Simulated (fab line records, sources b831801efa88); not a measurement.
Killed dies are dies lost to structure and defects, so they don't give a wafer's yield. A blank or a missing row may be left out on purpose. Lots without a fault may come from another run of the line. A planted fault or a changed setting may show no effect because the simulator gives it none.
Problem report in the 8D (eight disciplines) form, filled by code | flow gf180mcu | the parts of the form that need people (team, actions taken, sign-off) are left out

1. THE PROBLEM
SAB_CVD_00_THK at GF_SAB_THK_MEAS_01 reads a mean of 65.3 nm on 3 wafers of 2 lots; wafers without a fault read 50.1 nm with a standard deviation of 0.7. That is +22 standard deviations from the usual mean.
First seen on wafer L735.5, day 20 15:28, on film_metro-01. The record holds 39 wafers of 13 lots with a number at this step. Rule for "out", or "out of limits": more than 4 standard deviations from the usual mean. The other wafers with a number count as sound.

2. WHAT IT IS AND WHAT IT IS NOT
question                    | is                     | is not
which readings at this step | SAB_CVD_00_THK         | -
which lots                  | L735, L736             | L718, L721, L722, L724, L725, L726, L728, L737, L738, L739, L740
which wafers of those lots  | L735.5, L736.1, L736.5 | L735.2, L735.4, L736.4
read on which gauges        | film_metro-01          | film_metro-02, film_metro-03
when                        | from day 20 15:28      | up to then (23 sound wafers); but 13 sound wafers of L736, L737, L738, L739, L740 came after

3. SUSPECTS, AND WHAT RULES EACH OUT
Counting: a tool at a process step up to the reading stays a suspect if it ran every lot that is out. Sound lots after the first of them don't rule it out here, since some wafers of a struck lot are sound.
- the gauge at GF_SAB_THK_MEAS_01: kept. All the wafers that are out were read on film_metro-01, and no step on other tools shows them out.
- pecvd-03 at GF_SAB_CVD_00 (deposits SiO2 from TEOS, target thk 50 nm, time 4.9302 s): kept. It ran every lot that is out, first L735 (day 20 15:26); its last sound lot up to then is L725 (day 17 02:56).
Left after counting: pecvd-03 at GF_SAB_CVD_00, film_metro-01 at GF_SAB_THK_MEAS_01.

4. THE CAUSE (what the simulator had put in)
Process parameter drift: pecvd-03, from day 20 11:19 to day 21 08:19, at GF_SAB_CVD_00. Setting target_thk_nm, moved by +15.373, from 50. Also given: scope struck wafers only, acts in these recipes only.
Counting left 2 suspects, and this tool is among them.

5. THE CHAIN OF EFFECTS, in route order
Each row: a reading whose mean over the struck wafers that have a number lies more than 3 standard deviations from the usual. Only readings for which the record gives a usual standard deviation are gone through. hours: the time from each lot's start at the first step in this table that gives one to its start at this step, as a median over the lots. sigmas: the change in usual standard deviations.
hours | step               | reading        | usual   | on struck wafers | change | sigmas
0     | GF_SAB_THK_MEAS_01 | SAB_CVD_00_THK | 50.1 nm | 65.3             | +15.2  | +22

6. WHAT WOULD HAVE CAUGHT IT SOONER
In this record the first reading out of limits at a measuring or inspecting step was taken at day 20 15:28, 4 hours after the fault began at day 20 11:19.
Of the tool readings at GF_SAB_CVD_00 for which the record gives a usual standard deviation, none was out on any struck wafer, so an alarm limit of 4 standard deviations on them would not have fired.
Of the lots that are out (2), L736 began GF_SAB_CVD_00 on pecvd-03 after day 20 15:28. A hold on the tool at that time would have spared it.
